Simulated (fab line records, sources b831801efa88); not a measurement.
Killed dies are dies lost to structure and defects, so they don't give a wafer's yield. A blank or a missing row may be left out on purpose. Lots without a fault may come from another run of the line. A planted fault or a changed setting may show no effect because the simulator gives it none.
Which tool did it? | flow gf180mcu | 12 lots, 36 wafers sampled, at 3 steps of a route of 602

WHAT THE GAUGES READ, wafer by wafer
GF_HV_LDD_THK_MEAS_55.
lot  | measured     | on            | HV_LDD_CVD_54_THK (nm)
L464 | day 12 21:04 | film_metro-02 | 10.05 10.17 10.06
L465 | day 13 13:02 | film_metro-02 | 10.18 10.21 10.06
L466 | day 13 15:19 | film_metro-02 | 10.07 10.12 10.16
L467 | day 13 16:52 | film_metro-01 | 9.77 9.69 9.77
L469 | day 14 14:52 | film_metro-02 | 9.97 9.80 9.96
L471 | day 15 12:26 | film_metro-04 | 10.07 10.06 10.03
L472 | day 15 13:27 | film_metro-01 | 10.02 9.93 9.98
L473 | day 15 19:41 | film_metro-02 | 9.93 9.96 9.90
L481 | day 18 14:32 | film_metro-01 | 12.59 12.49 12.50
L483 | day 19 12:32 | film_metro-01 | 9.90 10.06 9.97
L484 | day 19 15:33 | film_metro-02 | 9.90 10.06 9.91
L485 | day 19 18:13 | film_metro-02 | 10.10 9.92 9.97

GF_CONTACT_THK_MEAS_01.
lot  | measured     | on            | CONTACT_CVD_00_THK (nm)
L464 | day 15 16:41 | film_metro-02 | 297.4 300.1 297.7
L465 | day 16 09:01 | film_metro-04 | 295.7 299.5 302.2
L466 | day 16 12:28 | film_metro-02 | 299.4 298.1 296.5
L467 | day 16 15:26 | film_metro-01 | 301.8 298.2 298.1
L469 | day 17 15:43 | film_metro-01 | 302.5 303.8 300.9
L471 | day 18 12:04 | film_metro-02 | 294.2 292.3 296.5
L472 | day 18 15:04 | film_metro-02 | 299.2 300.2 297.4
L473 | day 18 20:19 | film_metro-02 | 300.4 297.8 300.4
L481 | day 21 19:01 | film_metro-02 | 298.5 301.7 300.0
L483 | day 22 15:08 | film_metro-04 | 294.5 303.4 298.6
L484 | day 22 18:15 | film_metro-01 | 299.6 299.2 302.7
L485 | day 22 21:07 | film_metro-01 | 293.8 295.6 303.6

WHICH TOOL RAN EACH LOT (tool, then ch and the chambers of the sampled wafers, then the start)
lot  | GF_HV_LDD_CVD_54
L464 | lpcvd-01 ch 1, day 12 20:03
L465 | lpcvd-02 ch 1, day 13 12:01
L466 | lpcvd-01 ch 1, day 13 13:47
L467 | lpcvd-01 ch 1, day 13 15:19
L469 | lpcvd-02 ch 0, day 14 13:50
L471 | lpcvd-01 ch 1, day 15 11:25
L472 | lpcvd-01 ch 0, day 15 12:26
L473 | lpcvd-02 ch 0, day 15 18:40
L481 | lpcvd-02 ch 0, day 18 13:01
L483 | lpcvd-01 ch 0, day 19 11:31
L484 | lpcvd-01 ch 0, day 19 14:30
L485 | lpcvd-01 ch 1, day 19 17:10
- GF_HV_LDD_CVD_54: deposits SiO2 from TEOS, target thk 10 nm, time 75 s.

WHAT THE TOOLS THEMSELVES READ (means of the sampled wafers that have a number; where no wafer has one, the mark that the record gives instead)
GF_HV_LDD_CVD_54.
lot  | tool     | spike_tc_bottom_C (C) | spike_tc_centre_C (C) | spike_tc_lower_C (C) | spike_tc_top_C (C) | spike_tc_upper_C (C)
L464 | lpcvd-01 | 702.5                 | 680.0                 | 680.0                | 695.9              | 680.1
L465 | lpcvd-02 | 701.2                 | 680.3                 | 680.1                | 694.4              | 679.1
L466 | lpcvd-01 | 701.0                 | 680.1                 | 680.8                | 694.6              | 680.7
L467 | lpcvd-01 | 701.5                 | 681.2                 | 680.1                | 694.8              | 679.8
L469 | lpcvd-02 | 703.4                 | 682.4                 | 679.0                | 693.1              | 677.6
L471 | lpcvd-01 | 702.5                 | 680.3                 | 680.5                | 694.9              | 680.1
L472 | lpcvd-01 | 699.4                 | 680.9                 | 679.9                | 698.2              | 681.3
L473 | lpcvd-02 | 704.0                 | 682.6                 | 679.0                | 693.7              | 678.2
L481 | lpcvd-02 | 713.1                 | 693.2                 | 689.2                | 702.2              | 687.7
L483 | lpcvd-01 | 698.7                 | 680.1                 | 681.1                | 698.2              | 681.0
L484 | lpcvd-01 | 700.0                 | 679.6                 | 679.8                | 697.5              | 679.9
L485 | lpcvd-01 | 701.7                 | 679.0                 | 680.4                | 695.1              | 681.1

THE ANSWER, worked out from the rows above alone
Rule: what is usual is taken from the lots themselves. Put in order of their means at a reading, lots are off if they are a third of the lots or fewer, leave a main group of 4 or more, and stand apart from it by a gap of 3 or more times the standard deviation of the main group's means; of several such gaps the widest counts. A main group whose means are all the same, to the digits that the tables above print for the reading, isn't used. A lot without any number at a reading at which 4 lots or more have one is off too. The other lots that the step has rows for count as sound. The gauges are gone through in route order, then the tools' own readings, and for those a lot's mean is taken as printed above. The first step at which some lot is off is used, and at that step the reading that is off furthest; a lot without a number counts as furthest.
Off: L481, at GF_HV_LDD_THK_MEAS_55 (HV_LDD_CVD_54_THK). The main group: mean 9.99 nm, standard deviation 0.11.
A tool fits if, at a process step before that reading, it ran every lot that is off, and no sound lot after the first of them. The gauges at GF_HV_LDD_THK_MEAS_55 aren't tried: what is off there is off at GF_HV_LDD_CVD_54 too, on other tools, and a gauge's error can't cause that. One fits: lpcvd-02 at GF_HV_LDD_CVD_54. Its last sound lot is L473 (day 15 18:40), its first lot that is off L481 (day 18 13:01): a fault that began between those two fits.
The tool's own readings at GF_HV_LDD_CVD_54 bear it out: on the lots that are off they differ by more than 5 times the standard deviation of the sound lots' means. spike_tc_bottom_C reads 713.1 C there against 701.4 C on the sound lots; spike_tc_centre_C reads 693.2 C there against 680.6 C on the sound lots; spike_tc_lower_C reads 689.2 C there against 680.1 C on the sound lots; spike_tc_upper_C reads 687.7 C there against 679.9 C on the sound lots.

WHAT THE SIMULATOR HAD PUT IN
Process parameter drift: lpcvd-02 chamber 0, from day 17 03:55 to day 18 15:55, at GF_HV_LDD_CVD_54. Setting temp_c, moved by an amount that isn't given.
Lots struck among those shown: L481. The rule above found the same.
